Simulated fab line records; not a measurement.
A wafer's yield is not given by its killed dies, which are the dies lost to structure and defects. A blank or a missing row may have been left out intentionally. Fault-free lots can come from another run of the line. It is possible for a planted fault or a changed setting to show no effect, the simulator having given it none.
One fault through the eyes of 2 desks | flow sky130 | only its own numbers are on each desk; what lay behind them is given at the end

## FROM THE METROLOGY DESK
What the gauges read for every lot (on any tool): the sampled wafers with a number, averaged. Any lot whose mean is over 4 standard deviations away from the usual mean is out of limits and marked OUT; that distance is given in the brackets.
Columns: A = CONTACT_BOW at SKY_CONTACT_BOW_MEAS_05, usual 81 um
lot  | first seen here | A
L603 | day 31 09:46    | 80
L605 | day 32 02:29    | 71
L606 | day 32 12:50    | 75
L607 | day 32 23:22    | 86
L613 | day 34 11:13    | 82
L614 | day 35 03:23    | 82
L615 | day 35 10:38    | 84
L617 | day 36 12:34    | 79
L616 | day 36 15:49    | 85
L619 | day 36 19:11    | 77
L618 | day 37 04:13    | 86
This desk's finding: nothing out of limits on any of the 11 lots.

## DESK OF THE TOOL OWNER: rieMetal-01
The tool's own readings at SKY_LOCAL_INTERCONNECT_ETCH_13 (etches BARC in N2/H2, stops on SiO2, time 45.9 s, target depth 60 nm): means of the sampled wafers that have a number, for each lot that ran on this tool. Any lot whose mean is over 4 standard deviations away from the usual mean is out of limits and marked OUT; that distance is given in the brackets.
Columns: A = drypumpMotorCurrentA at SKY_LOCAL_INTERCONNECT_ETCH_13, usual 5.6 A; B = oesProductAu at SKY_LOCAL_INTERCONNECT_ETCH_13, usual 0.855 a.u.; C = throttleValvePct at SKY_LOCAL_INTERCONNECT_ETCH_13, usual 13.224 %
lot  | first seen here | A   | B                | C
L603 | day 31 08:29    | 5.6 | 0.856            | 13.226
L605 | day 32 01:11    | 5.7 | 0.833 (-5.0) OUT | 13.223
L606 | day 32 11:34    | 5.7 | 0.837 (-4.2) OUT | 13.238
L607 | day 32 22:08    | 5.7 | 0.841            | 13.226
L614 | day 35 01:55    | 5.6 | 0.857            | 13.229
L615 | day 35 09:24    | 5.6 | 0.857            | 13.220
L616 | day 36 14:25    | 5.6 | 0.854            | 13.226
This desk's finding: out of limits on L605, L606; first on L605, day 32 01:11 (oesProductAu at SKY_LOCAL_INTERCONNECT_ETCH_13). L603, L607, L614, L615, L616 stayed within limits.

## BROUGHT TOGETHER
An alarm could have come from the tool owner's desk at day 32 01:11, on L605, L606.
From the metrology desk's view, nothing was out of limits.
The metrology desk has L605, L606 on record, within its limits.
Every lot named ran SKY_LOCAL_INTERCONNECT_ETCH_13 on rieMetal-01.

## WHAT THE SIMULATOR HAD INSERTED
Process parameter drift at SKY_LOCAL_INTERCONNECT_ETCH_13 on rieMetal-01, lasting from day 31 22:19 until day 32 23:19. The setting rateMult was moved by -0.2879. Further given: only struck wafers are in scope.
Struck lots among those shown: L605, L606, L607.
How many hours passed from the start of the fault until each desk's first out-of-limits reading: the tool owner's desk, 3.
